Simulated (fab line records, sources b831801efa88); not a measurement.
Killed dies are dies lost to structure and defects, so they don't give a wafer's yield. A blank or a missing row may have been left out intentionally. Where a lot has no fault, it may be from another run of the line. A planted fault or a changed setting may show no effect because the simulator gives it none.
A struck lot beside a sound one -- flow gf180mcu -- 45 out of 602 route steps
Sound: wafers L691.2, L691.4, L691.6. Wafers struck: L684.2, L684.4, L684.5. The cause is named last.
Per side, at each step with rows, come the tool, then ch with its chambers, and then its first start. Under that, the readings that differ: sound wafers -- struck wafers -- difference of the means -- sigmas: that difference in standard deviations of wafers without a fault.
alike: readings whose means differ by less than 2 such deviations, and words and numbers that are the same on both sides. not compared: withheld readings, readings that some wafer has no value for, bounds like >300 that may hide the same value, and numbers for which the record gives no deviation and whose values overlap.
Wherever a step has rows on one side only, a row that says differs or no value, or a row with sigmas, the two part there. When numbers do not overlap yet have no deviation, they are printed without sigmas and do not part them. A reading that every wafer of one side lacks parts them only if that side has two wafers or more.

first, 5 steps without rows for these wafers: GF_MVSD_COAT_02 (resist thk 3000 nm); GF_MVSD_SOFTBAKE_03; GF_MVSD_EXPOSE_04 (exposes mask MVSD, target cd 1000 nm); GF_MVSD_PEB_05; GF_MVSD_DEVELOP_06 (develop time 60 s).
GF_MVSD_OVL_MEAS_07:
  sound on overlay-01, day 9 03:28; struck on overlay-02, day 7 11:04
reading,sound,struck,difference,sigmas
MVSD_OVL (nm),-0.2 0.8 -0.4,2.4 2.7 3.5,+2.8,+2
then, 2 steps without rows for these wafers: GF_MVSD_IMPLANT_08; GF_MVSD_IMPLANT_09.
GF_MVSD_STRIP_10: strips in O2/N2.
  sound on plasma_asher-04 ch 1, day 9 03:47; struck on plasma_asher-02 ch 0,1, day 7 11:24
  alike: drypump_motor_current_A, heater_power_w, oes_product_au, strip_time_to_endpoint_s
  not compared: rf_hours_counter_h
GF_MVSD_TW_MEAS_11:
  sound on film_metro-01, day 9 03:54; struck on film_metro-04, day 7 11:31
  alike: MVSD_TW
then, 2 steps without rows for these wafers: GF_MVPSD_DEHYDRATE_00 (time 60 s); GF_MVPSD_HMDS_01 (prime time 60 s).
GF_MVPSD_COAT_02: resist thk 3000 nm.
  struck on litho_track-02, day 7 19:05; sound on litho_track-01 ch 0, day 9 12:21
  no value came back on the struck wafers for chill_plate_temp_C (C), dispense_pressure_kPa (kPa); on the sound wafers chill_plate_temp_C (C) reads 23.10 23.11 23.27
then, 4 steps without rows for these wafers: GF_MVPSD_SOFTBAKE_03; GF_MVPSD_EXPOSE_04 (exposes mask MVPSD, target cd 1000 nm); GF_MVPSD_PEB_05; GF_MVPSD_DEVELOP_06 (develop time 60 s).
GF_MVPSD_OVL_MEAS_07:
  sound on overlay-01, day 9 20:46; struck on overlay-01, day 8 03:47
reading,sound,struck,difference,sigmas
MVPSD_OVL (nm),0.6 -0.2 1.1,- - -,no value on the struck wafers,
then, 2 steps without rows for these wafers: GF_MVPSD_IMPLANT_08; GF_MVPSD_IMPLANT_09.
GF_MVPSD_STRIP_10: strips in O2/N2.
  sound on plasma_asher-03 ch 0,1, day 9 21:05; struck on plasma_asher-01 ch 0, day 8 04:07
  no value came back on the struck wafers for oes_product_au (a.u.), strip_time_to_endpoint_s (s); on the sound wafers oes_product_au (a.u.) reads 0.717 0.724 0.708
  alike: drypump_motor_current_A, heater_power_w
  not compared: rf_hours_counter_h
GF_MVPSD_TW_MEAS_11:
  sound on film_metro-01, day 9 21:12; struck on film_metro-04, day 8 04:13
  alike: MVPSD_TW
then, 7 steps without rows for these wafers: GF_VT_IMPLANT_DEHYDRATE_00 (time 60 s); GF_VT_IMPLANT_HMDS_01 (prime time 60 s); GF_VT_IMPLANT_COAT_02 (resist thk 1000 nm); GF_VT_IMPLANT_SOFTBAKE_03 (time 60 s); GF_VT_IMPLANT_EXPOSE_04 (exposes mask LVPWELL LV AREA, target cd 600 nm); GF_VT_IMPLANT_PEB_05; GF_VT_IMPLANT_DEVELOP_06 (develop time 60 s).
GF_VT_IMPLANT_OVL_MEAS_07:
  sound on overlay-01, day 10 13:23; struck on overlay-01, day 8 19:22
  alike: VT_IMPLANT_OVL
after that, 1 step had no rows for these wafers: GF_VT_IMPLANT_IMPLANT_08.
GF_VT_IMPLANT_STRIP_09: strips in O2/N2.
  sound on plasma_asher-03 ch 0,1, day 10 13:34; struck on plasma_asher-03 ch 0,1, day 8 19:33
  alike: drypump_motor_current_A, heater_power_w, oes_product_au, strip_time_to_endpoint_s
  not compared: rf_hours_counter_h
GF_VT_IMPLANT_TW_MEAS_10:
  sound on film_metro-01, day 10 13:40; struck on film_metro-02, day 8 19:40
reading,sound,struck,difference,sigmas
VT_IMPLANT_TW,558 557 557,698 701 692,+140,+42
then, 7 steps without rows for these wafers: GF_VT_IMPLANT_DEHYDRATE_11 (time 60 s); GF_VT_IMPLANT_HMDS_12 (prime time 60 s); GF_VT_IMPLANT_COAT_13 (resist thk 1000 nm); GF_VT_IMPLANT_SOFTBAKE_14 (time 60 s); GF_VT_IMPLANT_EXPOSE_15 (exposes mask Nwell LV AREA, target cd 860 nm); GF_VT_IMPLANT_PEB_16; GF_VT_IMPLANT_DEVELOP_17 (develop time 60 s).
GF_VT_IMPLANT_OVL_MEAS_18:
  sound on overlay-02, day 11 08:20; struck on overlay-02, day 9 12:46
reading,sound,struck,difference,sigmas
VT_IMPLANT_01_OVL (nm),0.9 0.1 2.2,-2.9 -2.1 -3.2,-3.8,-2
after that, 1 step had no rows for these wafers: GF_VT_IMPLANT_IMPLANT_19.
GF_VT_IMPLANT_TW_MEAS_21:
  sound on film_metro-03, day 11 08:37; struck on film_metro-03, day 9 13:04
reading,sound,struck,difference,sigmas
VT_IMPLANT_2_TW,1217 1217 1210,1245 1246 1248,+32,+4
GF_VT_IMPLANT_TW_MEAS_32:
  sound on film_metro-03, day 12 03:16; struck on film_metro-02, day 10 06:07
reading,sound,struck,difference,sigmas
VT_IMPLANT_3_TW,268.4 268.9 268.0,566.0 565.4 566.9,+297.7,+99 or more
GF_VT_IMPLANT_TW_MEAS_43:
  sound on film_metro-01, day 12 22:01; struck on film_metro-02, day 11 00:37
reading,sound,struck,difference,sigmas
VT_IMPLANT_4_TW,688 687 687,784 785 786,+98,+26

== WHERE THEY PART ==
Last at GF_VT_IMPLANT_TW_MEAS_43 as far as this record goes, first at GF_MVSD_OVL_MEAS_07.

WHY: whatever the simulator had introduced
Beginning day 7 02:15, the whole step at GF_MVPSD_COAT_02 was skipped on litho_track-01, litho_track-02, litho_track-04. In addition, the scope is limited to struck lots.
